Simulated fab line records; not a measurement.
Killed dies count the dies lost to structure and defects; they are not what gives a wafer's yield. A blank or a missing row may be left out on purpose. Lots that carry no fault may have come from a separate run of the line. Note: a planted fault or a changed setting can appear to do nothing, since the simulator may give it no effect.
The tool behind it: which one? | flow sky130 | 21 wafers from 7 lots sampled at 2 of the route's 708 steps

## WHAT THE GAUGES READ, wafer by wafer
SKY_NWELL_OVL_MEAS_23.
lot  | measured     | on         | NWELL_01_OVL (nm)
L881 | day 6 06:25  | overlay-01 | -0.6 0.1 -2.6
L884 | day 6 23:10  | overlay-02 | -0.7 0.9 -0.4
L886 | day 7 10:22  | overlay-02 | 1.3 0.8 2.5
L891 | day 8 19:28  | overlay-01 | 0.9 2.3 1.8
L894 | day 9 12:49  | overlay-01 | 2.4 3.4 -
L897 | day 10 07:28 | overlay-02 | 0.5 - -
L900 | day 11 03:11 | overlay-01 | -1.3 0.3 -2.4

## WHAT TOOL EACH LOT RAN ON (gives the tool, then ch and the chambers of the sampled wafers, and finally the start)
lot  | SKY_NWELL_DEVELOP_22
L881 | lithoTrack-01 ch 0, day 6 06:00
L884 | lithoTrack-01 ch 0, day 6 23:00
L886 | lithoTrack-04 ch 0, day 7 10:00
L891 | lithoTrack-01 ch 0, day 8 19:00
L894 | lithoTrack-01 ch 0, day 9 12:00
L897 | lithoTrack-01 ch 0, day 10 07:00
L900 | lithoTrack-04 ch 0, day 11 03:00
- SKY_NWELL_DEVELOP_22: develop time 60 s.

## THE ANSWER, worked out from the rows above alone
Rule: the usual values come from the lots themselves. The widest of any qualifying gaps counts: lots, ordered by their means at a reading, are off when they make up no more than a third of the lots, leave a main group of 4 or more, and stand apart from it by 3 or more times the standard deviation of that group's means. A main group whose means are all the same, to the digits that the tables above print for the reading, isn't used. A lot without any number at a reading at which 4 lots or more have one is off too. All remaining lots with rows at the step are treated as sound.
No lot is off on any of the readings shown, so nothing can be concluded from this.

## WHAT THE SIMULATOR HAD INSERTED
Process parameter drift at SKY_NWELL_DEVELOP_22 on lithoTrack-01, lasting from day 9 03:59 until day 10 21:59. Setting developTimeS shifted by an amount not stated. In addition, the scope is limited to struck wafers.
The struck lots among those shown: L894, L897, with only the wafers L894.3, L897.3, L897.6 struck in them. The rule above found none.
